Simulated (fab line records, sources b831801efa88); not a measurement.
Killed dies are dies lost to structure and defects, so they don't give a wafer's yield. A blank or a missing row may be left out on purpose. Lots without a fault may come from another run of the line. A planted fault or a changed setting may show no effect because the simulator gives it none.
Chamber matching | flow sky130 | SKY_VIA2_ETCH_14 on rie_diel-01: 4 sister chambers
The step etches BARC in N2/H2, stops on SiO2, time 45.9 s, target depth 60 nm. 14 wafers are shown with their chamber, then 7 later ones without.

WAFERS WITH THEIR CHAMBER
wafer  | chamber | drypump_motor_current_A (A) | chamber_pressure_mTorr (mTorr) | throttle_valve_pct (%)
L449.1 | 1       | 4.9                         | 29.98                          | 13.237
L449.3 | 2       | 5.8                         | 29.96                          | 13.234
L449.5 | 1       | 4.9                         | 30.02                          | 13.223
L450.1 | 3       | 5.7                         | 29.94                          | 13.220
L450.4 | 0       | 5.9                         | 30.01                          | 13.232
L450.5 | 1       | 4.9                         | 30.02                          | 13.230
L452.3 | 1       | 5.0                         | 29.97                          | 13.230
L452.5 | 3       | 5.7                         | 29.96                          | 13.226
L452.6 | 2       | 5.8                         | 30.01                          | 13.244
L458.2 | 1       | 5.0                         | 30.00                          | 13.237
L458.4 | 2       | 5.8                         | 29.98                          | 13.225
L458.5 | 0       | 5.9                         | 29.97                          | 13.240
L466.2 | 0       | 5.9                         | 30.03                          | 13.215
L466.4 | 1       | 5.0                         | 30.06                          | 13.222

SIGNATURES (means of the wafers above)
reading                 | chamber 0 | chamber 1 | chamber 2 | chamber 3 | scatter within a chamber
drypump_motor_current_A | 5.900     | 4.950     | 5.800     | 5.700     | 0.0387
chamber_pressure_mTorr  | 30.0033   | 30.0083   | 29.9833   | 29.9500   | 0.0294
throttle_valve_pct      | 13.22900  | 13.22983  | 13.23433  | 13.22300  | 0.00858
Rule: a wafer's distance from a chamber is the root of the sum, over the readings, of the square of ((its reading less the chamber's mean) divided by the reading's scatter). The wafer belongs to the nearest chamber; if the next one is less than 2 further off, it can't be placed. The scatter: the root of (the sum of the squares of (reading less its chamber's mean) over the shown wafers, divided by (wafers less chambers)).

WAFERS WITHOUT THEIR CHAMBER
wafer  | drypump_motor_current_A (A) | chamber_pressure_mTorr (mTorr) | throttle_valve_pct (%)
L466.5 | 5.9                         | 29.95                          | 13.217
L468.4 | 5.7                         | 29.96                          | 13.235
L468.5 | 4.9                         | 29.93                          | 13.217
L468.6 | 5.8                         | 30.01                          | 13.231
L471.1 | 5.8                         | 29.96                          | 13.218
L471.4 | 4.9                         | 30.00                          | 13.230
L471.6 | 5.9                         | 29.98                          | 13.213

WHICH CHAMBER EACH WENT THROUGH
wafer  | from the rows above          | in truth
L466.5 | can't be placed: 0 or 2      | 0
L468.4 | can't be placed: 3 or 2      | 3
L468.5 | 1                            | 1
L468.6 | can't be placed: 2 or 0      | 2
L471.1 | can't be placed: 2 or 3 or 0 | 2
L471.4 | 1                            | 1
L471.6 | can't be placed: 0 or 2      | 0
Placed correctly: 2 of 7. Can't be placed from these rows: 5 (the true chamber is among the candidates in 5). Placed wrongly: 0.
